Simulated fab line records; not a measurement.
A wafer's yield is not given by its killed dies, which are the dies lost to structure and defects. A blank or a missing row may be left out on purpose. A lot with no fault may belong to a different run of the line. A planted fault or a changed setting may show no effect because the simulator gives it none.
fab line records    flow sky130
record lots=13  wafers=39  last-day=49
route steps=708 shown METAL3@570 VIA4@642 METAL5@664 PASSIVATION@681 PAD_OPEN@708
lots untouched by any fault: they come from a run of this same line in which no faults occurred
start-h: hours from the record's opening day to when the first of the lot's shown wafers began    wait-h: how many hours have passed since the lot's step before this one    " repeats the value in the row above    L1.1+2: one row covering several wafers at once    - either no value or no given start    * or withheld: withheld    < > ~ a bound
route shown NAME@n: names a module that has steps shown in the file, with the first one's number in the route    usual: the fault-free wafers' mean and standard deviation    same: alike in all rows    chamber/n: place in a boat    sites: the reading at each site    _std_site: standard deviation of those values    _edge_site: mean of outer sites minus mean of inner sites    radius-mm: for every site, how far away it sits from the centre of the wafer    mask NAME#n: copy n    behind: the last tool/chamber to shape the wafer    hold: cause of the lot's hold/its duration in hours/its outcome    device: the n, p or np transistor that did not switch    end of line: the tests these same wafers got at the end of their route    where a step has no rows: the recipe by itself    killed: count of dies lost to structure and defects at first sort (not the wafer's yield)    map: shows each die of a wafer: x if killed, . if not, _ if none is there
set.NAME: the setting the step ran with; set.NAME@STEP: the setting that earlier step ran with    model.NAME: the simulator's own value behind a step, which no gauge read
a sample of lots followed through the steps of the route, with each step as a table and each wafer as a row
services: from which hour (start-h, from the record's first day; less than 0 if before it) a tool's chamber was out of use, for how many hours, and why
## steps
# step SKY_METAL3_STRIP_20
# recipe chemistry=post-etch-residue-remover  time-s=1200  temp-c=72.5
# usual bath-heat-duty-pct=15.4/1.4
lot.wafer  tool          chamber  start-h  wait-h  bath-heat-duty-pct
L735.1     wet-bench-02  0        914.40   0.1     15.9
L735.2     "             0        "        "       17.3
L735.5     "             0        "        "       16.1
L736.4     wet-bench-03  1        927.49   0.0     13.0
L736.5     "             1        "        "       12.8
L736.6     "             1        "        "       12.2
L737.3     wet-bench-01  2        952.52   0.0     15.6
L737.4     "             2        "        "       13.4
L737.6     "             2        "        "       14.4
L738.4     wet-bench-01  2        954.27   0.0     14.3
L738.5     "             2        "        "       15.8
L738.6     "             2        "        "       15.0
L739.1     wet-bench-02  3        955.85   0.1     13.8
L739.4     "             3        "        "       14.1
L739.5     "             3        "        "       13.9
L740.3     wet-bench-01  3        957.35   0.0     15.6
L740.5     "             3        "        "       14.6
L740.6     "             3        "        "       15.0
L742.1     wet-bench-01  1        969.62   0.1     17.4
L742.3     "             1        "        "       15.8
L742.5     "             1        "        "       16.7
L743.1     wet-bench-02  0        982.87   0.1     15.2
L743.3     "             0        "        "       16.5
L743.5     "             0        "        "       16.1
L745.1     wet-bench-02  0        990.06   0.1     17.9
L745.3     "             0        "        "       16.1
L745.6     "             0        "        "       16.2
L747.2     wet-bench-03  3        1001.86  0.1     15.6
L747.3     "             3        "        "       15.2
L747.6     "             3        "        "       16.3
L748.2     wet-bench-02  3        1019.63  0.1     13.8
L748.5     "             3        "        "       13.8
L748.6     "             3        "        "       13.6
L749.2     wet-bench-02  0        1025.58  0.1     16.0
L749.3     "             0        "        "       17.8
L749.4     "             0        "        "       16.8
L754.1     wet-bench-02  1        1048.19  0.1     11.2
L754.5     "             1        "        "       12.1
L754.6     "             1        "        "       13.7
# step SKY_VIA4_BOW_MEAS_03
# recipe mode=bow
# usual VIA4_BOW=75/8.7
lot.wafer  tool           chamber  start-h  wait-h  VIA4_BOW[um]
L735.1     film-metro-03  -        991.18   0.2     65
L735.2     "              -        "        "       65
L735.5     "              -        "        "       86
L736.4     film-metro-03  -        1004.46  0.3     87
L736.5     "              -        "        "       65
L736.6     "              -        "        "       61
L737.3     film-metro-02  -        1028.91  0.3     73
L737.4     "              -        "        "       77
L737.6     "              -        "        "       87
L738.4     film-metro-03  -        1030.75  0.2     72
L738.5     "              -        "        "       72
L738.6     "              -        "        "       69
L739.1     film-metro-04  -        1031.33  0.1     74
L739.4     "              -        "        "       84
L739.5     "              -        "        "       70
L740.3     film-metro-04  -        1033.02  0.3     62
L740.5     "              -        "        "       70
L740.6     "              -        "        "       64
L742.1     film-metro-02  -        1043.73  0.2     68
L742.3     "              -        "        "       74
L742.5     "              -        "        "       83
L743.1     film-metro-03  -        1056.87  0.1     82
L743.3     "              -        "        "       80
L743.5     "              -        "        "       78
L745.1     film-metro-03  -        1063.18  0.2     72
L745.3     "              -        "        "       80
L745.6     "              -        "        "       77
L747.2     film-metro-03  -        1073.87  0.3     65
L747.3     "              -        "        "       81
L747.6     "              -        "        "       76
L748.2     film-metro-04  -        1095.47  0.3     72
L748.5     "              -        "        "       70
L748.6     "              -        "        "       81
L749.2     film-metro-02  -        1098.81  0.2     87
L749.3     "              -        "        "       79
L749.4     "              -        "        "       86
L754.1     film-metro-03  -        1108.53  0.1     88
L754.5     "              -        "        "       79
L754.6     "              -        "        "       79
# step SKY_METAL5_SPUTTER_03
# recipe material=Ti  target-thk-nm=5  power-w=3000  time-s=3.3  chamber-pressure-pa=0.4
# usual throttle-valve-pct=30.7/1.3
lot.wafer  tool            chamber  start-h  wait-h  throttle-valve-pct
L735.1     pvd-sputter-02  -        1015.05  0.0     30.0
L735.2     "               -        "        "       31.1
L735.5     "               -        "        "       31.4
L736.4     pvd-sputter-02  -        1028.41  0.0     31.5
L736.5     "               -        "        "       31.4
L736.6     "               -        "        "       30.2
L737.3     pvd-sputter-03  -        1052.66  0.0     31.7
L737.4     "               -        "        "       31.0
L737.6     "               -        "        "       30.9
L738.4     pvd-sputter-04  -        1054.63  0.0     30.8
L738.5     "               -        "        "       31.3
L738.6     "               -        "        "       29.5
L739.1     pvd-sputter-03  -        1055.42  0.0     31.7
L739.4     "               -        "        "       29.7
L739.5     "               -        "        "       31.8
L740.3     pvd-sputter-03  -        1057.49  0.1     33.0
L740.5     "               -        "        "       29.6
L740.6     "               -        "        "       30.6
L742.1     pvd-sputter-02  -        1066.85  0.0     31.0
L742.3     "               -        "        "       28.2
L742.5     "               -        "        "       31.2
L743.1     pvd-sputter-03  -        1078.93  0.0     31.0
L743.3     "               -        "        "       33.0
L743.5     "               -        "        "       33.1
L745.1     pvd-sputter-02  -        1094.09  0.0     28.1
L745.3     "               -        "        "       31.2
L745.6     "               -        "        "       31.7
L747.2     pvd-sputter-03  -        1099.49  0.0     29.4
L747.3     "               -        "        "       30.9
L747.6     "               -        "        "       29.6
L748.2     pvd-sputter-03  -        1114.76  0.0     31.7
L748.5     "               -        "        "       30.7
L748.6     "               -        "        "       31.6
L749.2     pvd-sputter-02  -        1118.49  0.0     28.0
L749.3     "               -        "        "       31.6
L749.4     "               -        "        "       31.2
L754.1     pvd-sputter-03  -        1129.81  0.0     33.2
L754.5     "               -        "        "       30.9
L754.6     "               -        "        "       32.8
# step SKY_PASSIVATION_CVD_00
# recipe material=SiO2  target-thk-nm=90  temp-c=400  time-s=withheld  rf-w=600
# usual heater-power-w=691/130
lot.wafer  tool      chamber  start-h  wait-h  heater-power-w
L735.1     pecvd-04  0        1039.10  0.0     599
L735.2     "         1        "        "       652
L735.5     "         1        "        "       652
L736.4     pecvd-02  2        1051.71  0.0     735
L736.5     "         0        "        "       957
L736.6     "         1        "        "       758
L737.3     pecvd-02  0        1074.98  0.0     981
L737.4     "         0        "        "       977
L737.6     "         1        "        "       709
L738.4     pecvd-04  2        1076.35  0.0     709
L738.5     "         0        "        "       568
L738.6     "         1        "        "       705
L739.1     pecvd-01  0        1078.03  0.0     531
L739.4     "         1        "        "       647
L739.5     "         0        "        "       547
L740.3     pecvd-02  1        1079.03  0.0     654
L740.5     "         1        "        "       653
L740.6     "         2        "        "       713
L742.1     pecvd-02  2        1088.76  0.0     799
L742.3     "         0        "        "       960
L742.5     "         0        "        "       961
L743.1     pecvd-02  2        1097.21  0.0     851
L743.3     "         0        "        "       970
L743.5     "         2        "        "       695
L745.1     pecvd-04  1        1110.10  0.0     717
L745.3     "         2        "        "       711
L745.6     "         1        "        "       705
L747.2     pecvd-02  2        1118.50  0.0     802
L747.3     "         1        "        "       652
L747.6     "         0        "        "       998
L748.2     pecvd-01  2        1134.19  0.0     668
L748.5     "         2        "        "       526
L748.6     "         1        "        "       668
L749.2     pecvd-01  0        1138.30  0.0     566
L749.3     "         2        "        "       628
L749.4     "         0        "        "       577
L754.1     pecvd-04  2        1148.30  0.0     617
L754.5     "         0        "        "       560
L754.6     "         1        "        "       730
# step SKY_PAD_OPEN_PROBE_99
# usual defect-limited-yield=82.1/1.8  killed_at_M0_to_M3=45/6.9  killed_at_M4_up=3.2/1.8  killed-at-contacts=25/5.3  killed-at-front-end=16/4.3  killed-at-other=0.2/0.52  killed-dies=88/8.7  killed-open=48/6.5  killed-short=40/6  sort_bin_3_pad_short=0.9/0.4  sort_bin_5_function=10.8/1.5  sort_bin_6_memory=6.3/1  sort-n-pass=404/8.7  sort-yield-pct=82.1/1.8
# same gross-dies=492  killed-at-back-side=0  sort_bin_4_leakage[%]=0  sort_bin_8_speed[%]=0
lot.wafer  tool       chamber  start-h  wait-h  defect-limited-yield[%]  killed_at_M0_to_M3  killed_at_M4_up  killed-at-contacts  killed-at-front-end  killed-at-other  killed-dies  killed-open  killed-short  sort_bin_3_pad_short[%]  sort_bin_5_function[%]  sort_bin_6_memory[%]  sort-n-pass  sort-yield-pct[%]
L735.1     prober-01  -        1083.83  0.1     78.5                     57                  3                25                  20                   1                106          51           54            1.2                      13.6                    6.7                   386          78.5
L735.2     prober-01  -        1083.88  0.1     83.3                     52                  1                15                  14                   0                82           42           39            0.8                      9.8                     6.1                   410          83.3
L735.5     prober-01  -        1084.03  0.2     85.6                     40                  3                15                  13                   0                71           35           34            1.2                      8.9                     4.3                   421          85.6
L736.4     prober-02  -        1095.47  0.2     82.5                     48                  3                22                  13                   0                86           46           40            1.2                      10.2                    6.1                   406          82.5
L736.5     prober-02  -        1095.52  0.2     83.1                     39                  5                24                  15                   0                83           42           41            0.6                      10.2                    6.1                   409          83.1
L736.6     prober-02  -        1095.57  0.2     81.3                     46                  6                18                  22                   0                92           56           36            1.0                      12.2                    5.5                   400          81.3
L737.3     prober-01  -        1111.43  0.2     82.9                     45                  2                25                  12                   0                84           53           31            1.2                      10.4                    5.5                   408          82.9
L737.4     prober-01  -        1111.48  0.2     84.1                     42                  4                20                  12                   0                78           37           41            0.6                      10.6                    4.7                   414          84.1
L737.6     prober-01  -        1111.58  0.2     81.7                     52                  3                20                  15                   0                90           35           52            0.4                      11.6                    6.3                   402          81.7
L738.4     prober-02  -        1113.33  0.2     82.3                     39                  4                23                  21                   0                87           48           39            1.4                      9.3                     6.9                   405          82.3
L738.5     prober-02  -        1113.38  0.2     82.5                     37                  3                33                  13                   0                86           49           37            0.6                      10.4                    6.5                   406          82.5
L738.6     prober-02  -        1113.43  0.2     80.9                     45                  4                32                  13                   0                94           51           43            1.6                      11.6                    5.9                   398          80.9
L739.1     prober-01  -        1117.02  0.1     80.3                     57                  2                24                  13                   1                97           61           35            0.8                      13.4                    5.5                   395          80.3
L739.4     prober-01  -        1117.17  0.2     83.7                     46                  2                18                  14                   0                80           45           34            0.4                      9.1                     6.7                   412          83.7
L739.5     prober-01  -        1117.22  0.2     83.7                     41                  5                19                  14                   1                80           39           37            1.2                      10.0                    5.1                   412          83.7
L740.3     prober-02  -        1117.99  0.2     80.5                     53                  7                25                  11                   0                96           50           43            0.6                      12.8                    6.1                   396          80.5
L740.5     prober-02  -        1118.09  0.2     82.1                     47                  7                21                  13                   0                88           42           45            1.4                      10.2                    6.3                   404          82.1
L740.6     prober-02  -        1118.14  0.2     81.3                     53                  4                20                  15                   0                92           36           55            1.4                      10.8                    6.5                   400          81.3
L742.1     prober-02  -        1126.96  0.1     81.7                     32                  5                35                  18                   0                90           50           40            0.6                      11.2                    6.5                   402          81.7
L742.3     prober-02  -        1127.06  0.2     78.0                     50                  4                38                  16                   0                108          62           46            1.6                      13.8                    6.5                   384          78.0
L742.5     prober-02  -        1127.16  0.2     81.3                     45                  6                26                  15                   0                92           53           39            0.8                      11.0                    6.9                   400          81.3
L743.1     prober-01  -        1136.63  0.1     81.7                     50                  4                27                  9                    0                90           46           44            1.6                      10.6                    6.1                   402          81.7
L743.3     prober-01  -        1136.73  0.2     81.9                     45                  3                29                  12                   0                89           53           36            1.6                      10.6                    5.9                   403          81.9
L743.5     prober-01  -        1136.83  0.2     81.3                     48                  6                28                  10                   0                92           51           41            0.4                      10.4                    7.9                   400          81.3
L745.1     prober-02  -        1150.53  0.1     83.5                     40                  2                24                  14                   1                81           45           36            1.4                      8.9                     6.1                   411          83.5
L745.3     prober-02  -        1150.63  0.2     82.3                     43                  4                30                  10                   0                87           47           39            1.4                      10.0                    6.3                   405          82.3
L745.6     prober-02  -        1150.78  0.2     83.5                     43                  0                27                  11                   0                81           47           34            0.4                      9.3                     6.7                   411          83.5
L747.2     prober-01  -        1158.43  0.1     82.7                     37                  3                29                  16                   0                85           46           39            0.8                      11.8                    4.7                   407          82.7
L747.3     prober-01  -        1158.48  0.2     83.7                     46                  1                15                  18                   0                80           41           38            0.8                      9.6                     5.9                   412          83.7
L747.6     prober-01  -        1158.63  0.2     80.5                     49                  7                25                  15                   0                96           46           50            1.4                      11.8                    6.3                   396          80.5
L748.2     prober-02  -        1173.19  0.1     82.7                     45                  3                21                  16                   0                85           45           40            0.8                      10.0                    6.5                   407          82.7
L748.5     prober-02  -        1173.34  0.2     84.8                     42                  3                17                  13                   0                75           40           34            1.0                      7.5                     6.7                   417          84.8
L748.6     prober-02  -        1173.39  0.2     80.7                     38                  6                29                  22                   0                95           56           39            0.6                      12.8                    5.9                   397          80.7
L749.2     prober-01  -        1176.59  0.1     72.2                     85                  4                33                  15                   0                137          49           40            3.0                      17.3                    7.5                   355          72.2
L749.3     prober-01  -        1176.64  0.2     70.7                     95                  4                24                  21                   0                144          55           38            2.6                      17.9                    8.7                   348          70.7
L749.4     prober-01  -        1176.69  0.2     72.6                     101                 1                17                  16                   0                135          48           37            2.4                      16.7                    8.3                   357          72.6
L754.1     prober-02  -        1187.01  0.1     76.4                     80                  4                20                  12                   0                116          41           23            3.0                      13.4                    7.1                   376          76.4
L754.5     prober-02  -        1187.21  0.2     74.4                     90                  2                23                  11                   0                126          42           34            3.3                      16.1                    6.3                   366          74.4
L754.6     prober-02  -        1187.26  0.2     73.8                     89                  3                23                  14                   0                129          45           34            2.0                      17.7                    6.5                   363          73.8
# killed by level:class
L735.1 VIA1:geometric-particle:open=14 CONTACT:geometric-particle:open=10 POLY_GATE:geometric-particle:short=8 VIA1:geometric-particle:short=7 METAL3:geometric-particle:short=7 VIA2:geometric-particle:open=6 LI_CONTACT:geometric-particle:open=6 METAL1:geometric-particle:short=6
L735.2 VIA1:geometric-particle:open=15 VIA2:geometric-particle:open=8 VIA3:geometric-particle:short=7 POLY_GATE:geometric-particle:short=5 LOCAL_INTERCONNECT:geometric-particle:short=5 VIA1:geometric-particle:short=5 VIA2:geometric-particle:short=5 LI_CONTACT:geometric-particle:open=4
L735.5 VIA1:geometric-particle:open=10 METAL2:geometric-particle:short=8 VIA1:geometric-particle:short=6 CONTACT:geometric-particle:open=6 LI_CONTACT:geometric-particle:open=5 VIA2:geometric-particle:open=4 METAL1:geometric-particle:short=3 METAL4:geometric-particle:short=3
L736.4 VIA1:geometric-particle:open=16 CONTACT:geometric-particle:open=8 VIA1:geometric-particle:short=7 LOCAL_INTERCONNECT:geometric-particle:short=6 METAL2:geometric-particle:short=6 POLY_GATE:geometric-particle:short=4 LI_CONTACT:geometric-particle:open=4 VIA3:geometric-particle:open=4
L736.5 VIA1:geometric-particle:open=9 LOCAL_INTERCONNECT:geometric-particle:short=7 VIA1:geometric-particle:short=7 VIA2:geometric-particle:open=7 LI_CONTACT:geometric-particle:open=6 CONTACT:geometric-particle:open=6 CONTACT:geometric-particle:short=4 METAL4:geometric-particle:short=4
L736.6 VIA1:geometric-particle:open=18 CONTACT:geometric-particle:open=8 FIELD_ISO:geometric-particle:short=7 VIA2:geometric-particle:open=7 VIA3:geometric-particle:open=7 LI_CONTACT:geometric-particle:open=6 VIA1:geometric-particle:short=5 FIELD_ISO:geometric-particle:open=4
L737.3 CONTACT:geometric-particle:open=13 VIA1:geometric-particle:open=9 LI_CONTACT:geometric-particle:open=8 VIA3:geometric-particle:open=7 FIELD_ISO:geometric-particle:short=6 VIA2:geometric-particle:open=6 METAL2:geometric-particle:short=5 METAL1:geometric-particle:short=4
L737.4 CONTACT:geometric-particle:open=8 VIA1:geometric-particle:open=7 VIA2:geometric-particle:open=6 CONTACT:geometric-particle:short=5 VIA2:geometric-particle:short=5 METAL1:geometric-particle:short=4 METAL2:geometric-particle:short=4 METAL3:geometric-particle:short=4
L737.6 VIA2:geometric-particle:open=10 METAL1:geometric-particle:short=10 VIA1:geometric-particle:open=8 LOCAL_INTERCONNECT:geometric-particle:short=6 METAL3:geometric-particle:short=6 LI_CONTACT:geometric-particle:short=5 VIA1:geometric-particle:short=5 METAL2:geometric-particle:short=5
L738.4 CONTACT:geometric-particle:open=13 VIA1:geometric-particle:open=11 VIA1:geometric-particle:short=10 VIA2:geometric-particle:open=6 FIELD_ISO:geometric-particle:open=5 FIELD_ISO:geometric-particle:short=5 POLY_GATE:geometric-particle:short=5 VIA3:geometric-particle:open=5
L738.5 CONTACT:geometric-particle:open=12 VIA1:geometric-particle:open=11 LI_CONTACT:geometric-particle:open=7 CONTACT:geometric-particle:short=6 METAL2:geometric-particle:short=6 VIA2:geometric-particle:open=6 LOCAL_INTERCONNECT:geometric-particle:short=5 VIA1:geometric-particle:short=5
L738.6 VIA1:geometric-particle:open=12 CONTACT:geometric-particle:open=10 LI_CONTACT:geometric-particle:open=8 METAL1:geometric-particle:short=7 VIA3:geometric-particle:open=6 LI_CONTACT:geometric-particle:short=6 POLY_GATE:geometric-particle:short=5 CONTACT:geometric-particle:short=4
L739.1 VIA1:geometric-particle:open=14 CONTACT:geometric-particle:open=10 VIA3:geometric-particle:open=9 LI_CONTACT:geometric-particle:open=8 VIA1:geometric-particle:short=7 METAL1:geometric-particle:short=5 METAL2:geometric-particle:open=5 VIA3:geometric-particle:short=5
L739.4 VIA1:geometric-particle:open=11 VIA3:geometric-particle:open=10 FIELD_ISO:geometric-particle:open=6 LI_CONTACT:geometric-particle:open=5 METAL1:geometric-particle:short=5 METAL2:geometric-particle:short=5 LOCAL_INTERCONNECT:geometric-particle:short=4 CONTACT:geometric-particle:open=4
L739.5 VIA3:geometric-particle:open=10 CONTACT:geometric-particle:open=7 VIA1:geometric-particle:short=7 METAL1:geometric-particle:short=6 VIA2:geometric-particle:open=6 METAL2:geometric-particle:short=5 LI_CONTACT:geometric-particle:open=4 LOCAL_INTERCONNECT:geometric-particle:short=4
L740.3 VIA1:geometric-particle:open=13 VIA2:geometric-particle:open=8 LI_CONTACT:geometric-particle:open=6 CONTACT:geometric-particle:short=6 METAL4:geometric-particle:short=6 METAL1:geometric-particle:short=5 METAL2:geometric-particle:short=5 VIA3:geometric-particle:open=5
L740.5 CONTACT:geometric-particle:open=8 VIA3:geometric-particle:open=7 METAL1:geometric-particle:short=6 VIA1:geometric-particle:open=6 METAL2:geometric-particle:short=6 VIA2:geometric-particle:open=6 VIA1:geometric-particle:short=5 METAL4:geometric-particle:short=5
L740.6 METAL2:geometric-particle:short=13 POLY_GATE:geometric-particle:short=8 VIA1:geometric-particle:open=8 VIA2:geometric-particle:open=7 VIA3:geometric-particle:open=6 LI_CONTACT:geometric-particle:short=5 POLY_GATE:geometric-particle:open=4 METAL1:geometric-particle:short=4
L742.1 LI_CONTACT:geometric-particle:open=12 VIA1:geometric-particle:open=10 CONTACT:geometric-particle:open=9 FIELD_ISO:geometric-particle:short=7 LOCAL_INTERCONNECT:geometric-particle:short=6 VIA1:geometric-particle:short=5 METAL4:geometric-particle:short=4 VIA2:geometric-particle:open=4
L742.3 VIA1:geometric-particle:open=15 CONTACT:geometric-particle:open=13 LI_CONTACT:geometric-particle:open=9 CONTACT:geometric-particle:short=7 VIA3:geometric-particle:open=6 VIA2:geometric-particle:open=6 METAL1:geometric-particle:short=5 METAL2:geometric-particle:short=5
L742.5 VIA1:geometric-particle:open=13 CONTACT:geometric-particle:open=7 VIA3:geometric-particle:open=7 LI_CONTACT:geometric-particle:open=6 METAL2:geometric-particle:short=6 POLY_GATE:geometric-particle:open=5 CONTACT:geometric-particle:short=5 METAL4:geometric-particle:short=5
L743.1 VIA1:geometric-particle:open=14 LI_CONTACT:geometric-particle:open=7 CONTACT:geometric-particle:open=7 METAL2:geometric-particle:short=7 VIA1:geometric-particle:short=6 VIA2:geometric-particle:open=6 LOCAL_INTERCONNECT:geometric-particle:short=5 POLY_GATE:geometric-particle:short=4
L743.3 METAL2:geometric-particle:short=11 LI_CONTACT:geometric-particle:open=10 CONTACT:geometric-particle:open=8 VIA2:geometric-particle:open=7 METAL1:geometric-particle:open=6 LOCAL_INTERCONNECT:geometric-particle:short=5 VIA3:geometric-particle:open=5 VIA1:geometric-particle:open=5
L743.5 VIA1:geometric-particle:open=13 LI_CONTACT:geometric-particle:open=9 METAL1:geometric-particle:short=7 VIA1:geometric-particle:short=7 CONTACT:geometric-particle:open=6 VIA2:geometric-particle:open=6 METAL4:geometric-particle:short=4 LI_CONTACT:geometric-particle:short=4
L745.1 VIA1:geometric-particle:open=11 LI_CONTACT:geometric-particle:open=8 CONTACT:geometric-particle:open=7 VIA3:geometric-particle:open=6 METAL1:geometric-particle:short=5 VIA1:geometric-particle:short=5 POLY_GATE:geometric-particle:open=4 LOCAL_INTERCONNECT:geometric-particle:short=4
L745.3 LI_CONTACT:geometric-particle:open=11 CONTACT:geometric-particle:open=8 METAL1:geometric-particle:short=8 VIA1:geometric-particle:open=6 VIA3:geometric-particle:open=6 VIA1:geometric-particle:short=5 VIA2:geometric-particle:open=5 VIA3:geometric-particle:short=5
L745.6 LI_CONTACT:geometric-particle:open=12 VIA1:geometric-particle:open=11 VIA3:geometric-particle:open=7 VIA1:geometric-particle:short=5 VIA2:geometric-particle:open=5 FIELD_ISO:geometric-particle:short=4 LI_CONTACT:geometric-particle:short=4 CONTACT:geometric-particle:short=4
L747.2 CONTACT:geometric-particle:open=17 VIA1:geometric-particle:open=7 LOCAL_INTERCONNECT:geometric-particle:short=6 POLY_GATE:geometric-particle:open=5 METAL2:geometric-particle:short=5 VIA1:geometric-particle:short=5 VIA2:geometric-particle:open=5 VIA3:geometric-particle:short=4
L747.3 VIA1:geometric-particle:open=12 VIA2:geometric-particle:open=8 METAL2:geometric-particle:short=8 POLY_GATE:geometric-particle:short=6 CONTACT:geometric-particle:open=6 LI_CONTACT:geometric-particle:open=4 VIA1:geometric-particle:short=4 METAL1:geometric-particle:short=3
L747.6 VIA1:geometric-particle:open=11 VIA2:geometric-particle:open=9 CONTACT:geometric-particle:open=8 VIA1:geometric-particle:short=7 METAL2:geometric-particle:short=7 LI_CONTACT:geometric-particle:open=6 VIA2:geometric-particle:short=6 POLY_GATE:geometric-particle:short=5
L748.2 CONTACT:geometric-particle:open=11 METAL2:geometric-particle:short=9 VIA2:geometric-particle:open=9 VIA1:geometric-particle:open=7 METAL1:geometric-particle:short=5 VIA1:geometric-particle:short=5 FIELD_ISO:geometric-particle:open=4 POLY_GATE:geometric-particle:short=4
L748.5 CONTACT:geometric-particle:open=10 METAL1:geometric-particle:short=7 VIA1:geometric-particle:open=7 VIA2:geometric-particle:short=6 VIA2:geometric-particle:open=6 LI_CONTACT:geometric-particle:open=5 METAL3:geometric-particle:short=4 FIELD_ISO:geometric-particle:short=3
L748.6 CONTACT:geometric-particle:open=11 CONTACT:geometric-particle:short=8 VIA1:geometric-particle:open=8 FIELD_ISO:geometric-particle:open=6 POLY_GATE:geometric-particle:open=6 VIA3:geometric-particle:open=5 VIA2:geometric-particle:open=5 METAL4:geometric-particle:short=5
L749.2 METAL3:unspecified=48 CONTACT:geometric-particle:open=13 LI_CONTACT:geometric-particle:open=7 CONTACT:geometric-particle:short=7 VIA1:geometric-particle:open=7 FIELD_ISO:geometric-particle:open=4 METAL1:geometric-particle:short=4 VIA2:geometric-particle:short=4
L749.3 METAL3:unspecified=51 VIA1:geometric-particle:open=11 VIA1:geometric-particle:short=9 LI_CONTACT:geometric-particle:open=8 CONTACT:geometric-particle:open=8 VIA3:geometric-particle:open=7 METAL2:geometric-particle:short=6 POLY_GATE:geometric-particle:open=5
L749.4 METAL3:unspecified=50 VIA1:geometric-particle:open=13 CONTACT:geometric-particle:open=7 VIA2:geometric-particle:open=7 POLY_GATE:geometric-particle:short=6 METAL1:geometric-particle:short=6 METAL3:geometric-particle:short=5 VIA1:geometric-particle:short=5
L754.1 METAL3:unspecified=52 CONTACT:geometric-particle:open=10 VIA1:geometric-particle:open=8 VIA3:geometric-particle:open=5 FIELD_ISO:geometric-particle:open=4 CONTACT:geometric-particle:short=4 METAL1:geometric-particle:short=3 POLY_GATE:geometric-particle:open=3
L754.5 METAL3:unspecified=50 VIA1:geometric-particle:open=14 LI_CONTACT:geometric-particle:open=6 LOCAL_INTERCONNECT:geometric-particle:short=6 CONTACT:geometric-particle:open=6 METAL1:geometric-particle:short=5 VIA1:geometric-particle:short=5 METAL2:geometric-particle:short=5
L754.6 METAL3:unspecified=50 VIA3:geometric-particle:open=10 CONTACT:geometric-particle:open=9 VIA2:geometric-particle:open=7 LI_CONTACT:geometric-particle:open=7 POLY_GATE:geometric-particle:short=5 VIA1:geometric-particle:open=5 FIELD_ISO:geometric-particle:short=4
## services
tool            chamber  start-h  hours  kind
pecvd-02        1        895.63   3.1    repair
pvd-sputter-04  -        916.67   18.9   repair
pvd-sputter-03  -        917.11   9.1    repair
pvd-sputter-04  -        977.28   4.2    repair
pecvd-01        -        980.02   6.0    pm
pvd-sputter-03  0        982.73   -      consumable-replace:kit
pvd-sputter-03  0        982.73   18.0   scheduled-down
pvd-sputter-03  0        982.73   18.0   vent-cycle
pvd-sputter-04  -        983.30   3.3    repair
pecvd-02        -        984.67   6.0    pm
pecvd-01        -        987.58   1.4    repair
wet-bench-03    -        993.02   1.6    repair
wet-bench-02    -        1012.15  4.4    pm
pecvd-04        -        1027.35  2.8    pm
pvd-sputter-02  -        1055.21  8.0    repair
pecvd-01        -        1063.34  0.8    repair
pecvd-04        2        1065.12  3.1    repair
pvd-sputter-04  -        1085.88  4.8    repair
pecvd-04        -        1090.14  6.0    pm
pecvd-02        -        1099.99  2.8    pm
pvd-sputter-03  -        1101.11  1.1    repair
pvd-sputter-03  3        1125.30  -      consumable-replace:kit
pecvd-01        0        1129.46  4.9    repair
pecvd-02        1        1130.91  17.7   repair
## key
first-sign step=SKY_PAD_OPEN_PROBE_99  reading=killed_at_M0_to_M3  direction=up  sigmas=6.5  usual=45  struck=90
effect step=SKY_PAD_OPEN_PROBE_99  reading=sort-n-pass  direction=down  sigmas=4.9  usual=404  struck=361
met-at SKY_METAL3_STRIP_20
struck-lots L749,L754
not-acting-at SKY_VIA4_BOW_MEAS_03,SKY_METAL5_SPUTTER_03,SKY_PASSIVATION_CVD_00
onset-between 1019.63 1025.58
also-fits time
fault kind=chamber-particle-source  tool=wet-bench-02  chamber=-  onset-h=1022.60  steps=SKY_METAL3_STRIP_20  rate-per-visit-cm2=0.72431  end-h=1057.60
